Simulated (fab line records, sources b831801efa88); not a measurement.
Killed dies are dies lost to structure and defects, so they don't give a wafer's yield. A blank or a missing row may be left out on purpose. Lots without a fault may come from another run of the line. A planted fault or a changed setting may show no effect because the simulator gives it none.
fab line records | flow sky130
record lots=5 wafers=14 last_day=49
route steps=708 shown METAL3@561 VIA3@573 PAD_OPEN@708
lots that met no fault: from a run of the same line without faults
start_h: hours from the record's first day to the start of the lot's first wafer shown | wait_h: hours since the lot's step before | " the same as in the row above | L1.1+2: a row that stands for several wafers | - no value, or no start given | * or withheld: withheld | < > ~ a bound
route shown NAME@n: a module of which the file shows steps, and the number in the route of the first | usual: mean/standard deviation of fault-free wafers | same: alike in all rows | chamber/n: place in a boat | sites: the reading at each site | _std_site: their standard deviation | _edge_site: outer sites' mean less inner sites' | radius_mm: how far each site lies from the wafer's centre | mask NAME#n: copy n | behind: the tool/chamber that last shaped the wafer | hold: why the lot was held/for how many hours/how that ended | device: the transistor (n, p or np) that didn't switch | end of line: the same wafers' tests at the end of the route | a step without rows: its recipe alone | killed: dies lost to structure and defects at the first sort, not the wafer's yield | map: a wafer's dies, x killed, . not, _ none there
set.NAME: the setting as run; set.NAME@STEP: as run at that earlier step | model.NAME: the simulator's own value behind a step, which no gauge read
lots at some steps of the route; a table a step, a row a wafer
services: from which hour (start_h, from the record's first day; less than 0 if before it) a tool's chamber was out of use, for how many hours, and why
## steps
# step SKY_METAL3_PEB_11
# recipe peb_temp_c=withheld peb_time_s=withheld resist=KrF-thick
# step SKY_METAL3_DEVELOP_12
# recipe develop_time_s=60 resist=KrF-thick dev_temp_c=21
# step SKY_METAL3_CD_MEAS_13
# recipe target_cd_nm=300
# usual cd_nm=299.9/1.2
# columns lot.wafer tool chamber start_h wait_h cd_nm
L654.2 cd_sem-01 - 896.58 - 300.0
L654.3 " - " " 300.7
L654.4 " - " " 299.3
L657.3 cd_sem-01 - 935.00 - 300.0
L657.5 " - " " 299.6
L657.6 " - " " 299.4
L659.3 cd_sem-02 - 1010.10 - 300.2
L659.4 " - " " 301.1
L659.5 " - " " 300.7
L664.1 cd_sem-01 - 1012.11 - 301.1
L664.2 " - " " 299.9
L674.2 cd_sem-01 - 1029.38 - 299.7
L674.4 " - " " 300.8
L674.5 " - " " 300.1
# step SKY_METAL3_OVL_MEAS_14
# usual METAL3_OVL=2/4.9
# columns lot.wafer tool chamber start_h wait_h METAL3_OVL[nm]
L654.2 overlay-01 - 896.68 0.1 2
L654.3 " - " " 3
L654.4 " - " " 1
L657.3 overlay-01 - 935.09 0.1 3
L657.5 " - " " 7
L657.6 " - " " -1
L659.3 overlay-01 - 1010.19 0.1 -6
L659.4 " - " " -2
L659.5 " - " " 6
L664.1 overlay-02 - 1012.23 0.1 -3
L664.2 " - " " 1
L674.2 overlay-02 - 1029.48 0.1 10
L674.4 " - " " 11
L674.5 " - " " 9
# step SKY_METAL3_DESCUM_15
# recipe chemistry=O2 source_power_w=150 bias_power_w=0 pressure_mtorr=10 temp_c=40 time_s=8
# usual drypump_motor_current_A=5.7/0.56 oes_product_au=0.998/0.0099
# columns lot.wafer tool chamber start_h wait_h drypump_motor_current_A oes_product_au rf_hours_counter_h
L654.2 rie_metal-01 0 896.71 0.0 6.2 0.995 12
L654.3 " 0 " " 6.2 1.006 -
L654.4 " 1 " " 5.1 0.982 -
L657.3 rie_metal-03 0 935.13 0.0 6.3 1.008 -
L657.5 " 1 " " 5.6 0.984 -
L657.6 " 0 " " 6.3 1.011 -
L659.3 rie_metal-01 0 1010.23 0.0 6.2 0.988 -
L659.4 " 1 " " 5.1 0.988 -
L659.5 " 1 " " 5.0 0.990 -
L664.1 rie_metal-03 0 1012.27 0.0 6.3 0.996 10
L664.2 " 1 " " 5.7 1.003 6
L674.2 rie_metal-03 1 1029.51 0.0 5.6 0.995 8
L674.4 " 0 " " 6.2 1.007 -
L674.5 " 1 " " 5.6 1.002 -
# step SKY_METAL3_ETCH_16
# recipe chemistry=N2/H2 target=BARC ion_energy_ev=200 bias_w=100 pressure_mtorr=30 n2_flow_sccm=100 h2_flow_sccm=200 icp_w=500 stop_on=SiO2 time_s=88.2 target_depth_a=600
# usual drypump_motor_current_A=5.7/0.56 n2_flow_sccm=99.99/0.29 oes_product_au=0.626/0.0049 throttle_valve_pct=13.205/0.0091
# columns lot.wafer tool chamber start_h wait_h drypump_motor_current_A n2_flow_sccm oes_product_au rf_hours_counter_h throttle_valve_pct
L654.2 rie_metal-01 0 896.74 0.0 6.2 99.77 0.637 12 13.209
L654.3 " 0 " " 6.2 100.01 0.620 - 13.209
L654.4 " 1 " " 5.1 100.63 0.627 - 13.209
L657.3 rie_metal-03 0 935.18 0.0 6.3 99.98 0.610 - 13.204
L657.5 " 1 " " 5.6 100.06 0.631 - 13.209
L657.6 " 0 " " 6.3 100.03 0.629 - 13.189
L659.3 rie_metal-01 0 1010.28 0.0 6.2 100.07 0.632 - 13.211
L659.4 " 1 " " 5.0 99.79 0.618 - 13.207
L659.5 " 1 " " 5.0 99.98 0.627 - 13.207
L664.1 rie_metal-03 0 1012.30 0.0 6.3 99.42 0.625 10 13.205
L664.2 " 1 " " 5.6 99.77 0.624 6 13.208
L674.2 rie_metal-03 1 1029.54 0.0 5.6 99.60 0.621 8 13.203
L674.4 " 0 " " 6.2 100.31 0.624 - 13.211
L674.5 " 1 " " 5.6 99.96 0.622 - 13.205
# step SKY_METAL3_ETCH_17
# recipe target=SiO2 stop_on=TiN chemistry=C4F8/O2/Ar source_w=1500 bias_w=1200 pressure_mtorr=40 c4f8_flow_sccm=withheld O2_flow_sccm=6 Ar_flow_sccm=300 time_s=3.9 target_depth_a=150
# usual oes_product_au=0.750/0.0072
# columns lot.wafer tool chamber start_h wait_h oes_product_au rf_hours_counter_h
L654.2 rie_diel-04 2 896.84 0.1 0.745 18
L654.3 " 1 " " 0.748 0
L654.4 " 3 " " 0.744 13
L657.3 rie_diel-04 3 935.25 0.0 0.757 14
L657.5 " 0 " " 0.759 -
L657.6 " 1 " " 0.755 -
L659.3 rie_diel-04 0 1010.35 0.0 0.744 17
L659.4 " 1 " " 0.754 3
L659.5 " 1 " " 0.757 -
L664.1 rie_diel-02 3 1012.40 0.1 0.749 11
L664.2 " 0 " " 0.754 23
L674.2 rie_diel-04 3 1029.64 0.1 0.754 16
L674.4 " 0 " " 0.751 17
L674.5 " 1 " " 0.751 -
# step SKY_METAL3_METAL_ETCH_18
# recipe target_depth_a=8450 stop_on=SiO2 over_etch_frac=0.3 time_s=183.1 chemistry=Cl2/BCl3 resist_sidewall_deg=88 pressure_mtorr=10 icp_w=900 bias_w=48.5 Cl2_flow_sccm=60 bcl3_flow_sccm=30
# usual drypump_motor_current_A=5.9/0.46 oes_product_au=0.864/0.0077 throttle_valve_pct=22.264/0.0092
# columns lot.wafer tool chamber start_h wait_h drypump_motor_current_A oes_product_au rf_hours_counter_h throttle_valve_pct
L654.2 rie_metal-02 0 896.86 0.0 6.5 0.851 7.8 22.275
L654.3 " 1 " " 5.3 0.856 - 22.262
L654.4 " 0 " " 6.5 0.869 - 22.285
L657.3 rie_metal-02 1 935.32 0.1 5.3 0.875 - 22.280
L657.5 " 1 " " 5.3 0.860 - 22.257
L657.6 " 0 " " 6.5 0.866 - 22.259
L659.3 rie_metal-02 1 1010.42 0.1 5.3 0.868 - 22.266
L659.4 " 0 " " 6.5 0.863 - 22.256
L659.5 " 1 " " 5.3 0.863 - 22.262
L664.1 rie_metal-02 0 1012.42 0.0 6.5 0.872 13.1 22.255
L664.2 " 1 " " 5.3 0.863 10.7 22.276
L674.2 rie_metal-02 0 1029.66 0.0 6.5 0.869 14.7 22.268
L674.4 " 1 " " 5.3 0.851 - 22.267
L674.5 " 1 " " 5.3 0.865 - 22.262
# step SKY_METAL3_STRIP_19
# recipe chemistry=O2/N2 power_w=1400 pressure_mtorr=1500 platen_temp_c=withheld o2_flow_sccm=3000 n2_flow_sccm=300 overash_fraction=0.5
# usual drypump_motor_current_A=5.6/0.55 n2_flow_sccm=300.0/0.84 oes_product_au=0.501/0.0061 strip_time_to_endpoint_s=6.51/0.094
# columns lot.wafer tool chamber start_h wait_h drypump_motor_current_A n2_flow_sccm oes_product_au rf_hours_counter_h strip_time_to_endpoint_s
L654.2 plasma_asher-01 0 897.04 0.1 5.3 299.2 0.503 67 6.57
L654.3 " 0 " " 5.3 299.8 0.499 - 6.45
L654.4 " 1 " " 5.6 300.8 0.501 - 6.49
L657.3 plasma_asher-03 0 935.48 0.1 5.8 298.8 0.494 - 6.30
L657.5 " 0 " " 5.8 299.8 0.489 - 6.36
L657.6 " 1 " " 5.0 301.1 0.508 - 6.66
L659.3 plasma_asher-03 0 1010.58 0.1 5.8 299.8 0.490 - 6.36
L659.4 " 1 " " 4.9 300.8 0.503 - 6.54
L659.5 " 0 " " 5.8 300.9 0.498 - 6.36
L664.1 plasma_asher-03 0 1012.59 0.1 5.8 299.6 0.501 61 6.58
L664.2 " 1 " " 5.0 299.2 0.498 61 6.37
L674.2 plasma_asher-02 1 1029.84 0.1 5.4 299.9 0.503 126 6.55
L674.4 " 0 " " 6.7 300.0 0.492 - 6.42
L674.5 " 1 " " 5.3 299.7 0.497 - 6.34
# step SKY_METAL3_STRIP_20
# recipe chemistry=post_etch_residue_remover time_s=1200 temp_c=72.5
# step SKY_METAL3_CLEAN_21
# recipe chemistry=IPA time_s=180 temp_c=25
# step SKY_METAL3_CLEAN_22
# recipe chemistry=O3/DIW dry=n2_spin
# step SKY_VIA3_HDPCVD_00
# recipe material=SiO2 target_thk_nm=1635 sigma_open_frac=0.3 time_s=272.5 temp_c=400 sih4_flow_sccm=60 pressure_mtorr=6
# usual pressure_mtorr=6.000/0.011 run_length_s=300.5/0.5 sih4_flow_sccm=59.99/0.19
# columns lot.wafer tool chamber start_h wait_h pressure_mtorr run_length_s sih4_flow_sccm model.SiO2_of_VIA3_HDPCVD_00.thk_nm
L654.2 hdpcvd-02 0 897.67 0.0 5.995 300.6 60.06 1658
L654.3 " 1 " " 5.992 300.9 59.71 1660
L654.4 " 1 " " 5.998 300.8 59.68 1661
L657.3 hdpcvd-01 0 936.03 0.0 6.015 300.3 60.11 1633
L657.5 " 1 " " 6.003 300.2 60.26 1601
L657.6 " 2 " " 5.995 301.0 60.49 1631
L659.3 hdpcvd-01 1 1011.22 0.1 5.980 300.3 59.83 1617
L659.4 " 2 " " 6.013 301.1 59.95 1639
L659.5 " 2 " " 6.006 301.0 59.71 1647
L664.1 hdpcvd-02 1 1013.18 0.0 5.999 291.6 60.19 1577
L664.2 " 0 " " 5.993 299.9 60.30 1636
L674.2 hdpcvd-01 0 1030.43 0.0 6.027 300.6 59.92 1662
L674.4 " 1 " " 5.984 300.1 59.89 1606
L674.5 " 2 " " 6.013 301.4 59.78 1622
# step SKY_VIA3_THK_MEAS_01
# recipe reads=SiO2_of_VIA3_HDPCVD_00
# usual VIA3_HDPCVD_THK=1635/26
# columns lot.wafer tool chamber start_h wait_h VIA3_HDPCVD_THK[nm]
L654.2 film_metro-02 - 897.85 0.1 1659
L654.3 " - " " 1660
L654.4 " - " " 1661
L657.3 film_metro-04 - 936.22 0.1 1633
L657.5 " - " " 1600
L657.6 " - " " 1631
L659.3 film_metro-04 - 1011.41 0.1 1617
L659.4 " - " " 1637
L659.5 " - " " 1645
L664.1 film_metro-02 - 1013.35 0.1 1577
L664.2 " - " " 1635
L674.2 film_metro-02 - 1030.61 0.1 1662
L674.4 " - " " 1605
L674.5 " - " " 1620
# step SKY_PAD_OPEN_PROBE_99
# usual defect_limited_yield=82.8/2 killed_at_M0_to_M3=42/7.3 killed_at_M4_up=3.4/2 killed_at_contacts=24/5.8 killed_at_front_end=15/4.6 killed_at_other=0.3/0.62 killed_dies=84/9.8 killed_open=47/6.9 killed_short=38/6.3 sort_bin_3_pad_short=0.8/0.38 sort_bin_5_function=10.2/1.5 sort_bin_6_memory=6.2/1.1 sort_n_pass=408/9.8 sort_yield_pct=82.8/2
# same gross_dies=492 killed_at_back_side=0 sort_bin_4_leakage[%]=0 sort_bin_8_speed[%]=0
# columns lot.wafer tool chamber start_h wait_h defect_limited_yield[%] killed_at_M0_to_M3 killed_at_M4_up killed_at_contacts killed_at_front_end killed_at_other killed_dies killed_open killed_short sort_bin_3_pad_short[%] sort_bin_5_function[%] sort_bin_6_memory[%] sort_n_pass sort_yield_pct[%]
L654.2 prober-01 - 1067.81 0.1 83.1 39 4 22 18 0 83 39 44 0.6 10.4 5.9 409 83.1
L654.3 prober-01 - 1067.86 0.2 83.5 35 0 34 12 0 81 41 40 0.4 10.6 5.5 411 83.5
L654.4 prober-01 - 1067.91 0.2 83.1 41 6 19 16 1 83 47 36 1.6 10.0 5.3 409 83.1
# killed by level:class
L654.2 VIA1:geometric_particle:open=11 METAL1:geometric_particle:short=7 CONTACT:geometric_particle:open=6 LOCAL_INTERCONNECT:geometric_particle:short=5 POLY_GATE:geometric_particle:short=5 CONTACT:geometric_particle:short=5 VIA1:geometric_particle:short=5 METAL2:geometric_particle:short=5
L654.3 CONTACT:geometric_particle:open=9 LI_CONTACT:geometric_particle:open=8 CONTACT:geometric_particle:short=7 METAL2:geometric_particle:short=6 VIA2:geometric_particle:open=6 LOCAL_INTERCONNECT:geometric_particle:short=5 VIA3:geometric_particle:open=5 VIA1:geometric_particle:short=5
L654.4 VIA1:geometric_particle:open=10 CONTACT:geometric_particle:open=7 LI_CONTACT:geometric_particle:open=6 METAL1:geometric_particle:short=6 VIA2:geometric_particle:open=5 POLY_GATE:geometric_particle:short=5 VIA3:geometric_particle:open=5 POLY_GATE:geometric_particle:open=4
## services
# columns tool chamber start_h hours kind
rie_metal-03 1 873.21 - clean
rie_metal-03 1 873.21 20.8 scheduled_down
rie_metal-03 1 873.21 20.8 vent_cycle
plasma_asher-02 - 880.89 1.8 repair
rie_diel-02 - 882.13 1.2 repair
plasma_asher-02 - 924.88 1.4 repair
rie_metal-03 0 938.67 11.0 repair
rie_metal-01 - 940.63 2.8 pm
rie_diel-04 - 944.37 14.6 pm
plasma_asher-01 - 946.84 2.0 repair
hdpcvd-02 - 947.64 1.5 repair
rie_diel-02 0 948.48 2.5 repair
hdpcvd-02 - 950.25 15.0 pm
hdpcvd-02 0 950.25 15.0 vent_cycle
hdpcvd-02 1 950.25 15.0 vent_cycle
rie_diel-04 3 959.14 5.7 repair
rie_diel-04 1 960.11 3.0 repair
hdpcvd-02 - 966.56 6.0 pm
hdpcvd-02 0 977.25 5.2 repair
plasma_asher-01 - 978.56 2.8 pm
plasma_asher-03 - 980.89 3.3 repair
hdpcvd-01 - 984.00 0.6 repair
rie_diel-04 2 998.49 7.2 repair
rie_diel-04 2 1030.46 1.3 repair
## key
first_sign step=SKY_VIA3_HDPCVD_00 reading=run_length_s direction=down sigmas=18 usual=* struck=*
effect none on later readings
model_effect step=SKY_VIA3_HDPCVD_00 value=SiO2_of_VIA3_HDPCVD_00.thk_nm without=1633 struck=1577
met_at SKY_VIA3_HDPCVD_00
struck_wafers L664.1
onset_between 897.67 1013.18
fault kind=process_parameter_drift tool=hdpcvd-02 chamber=- onset_h=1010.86 steps=SKY_VIA3_HDPCVD_00 channel=time_s offset=* shape=step end_h=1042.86 scope=struck_wafers_only acts_in=* stated=*
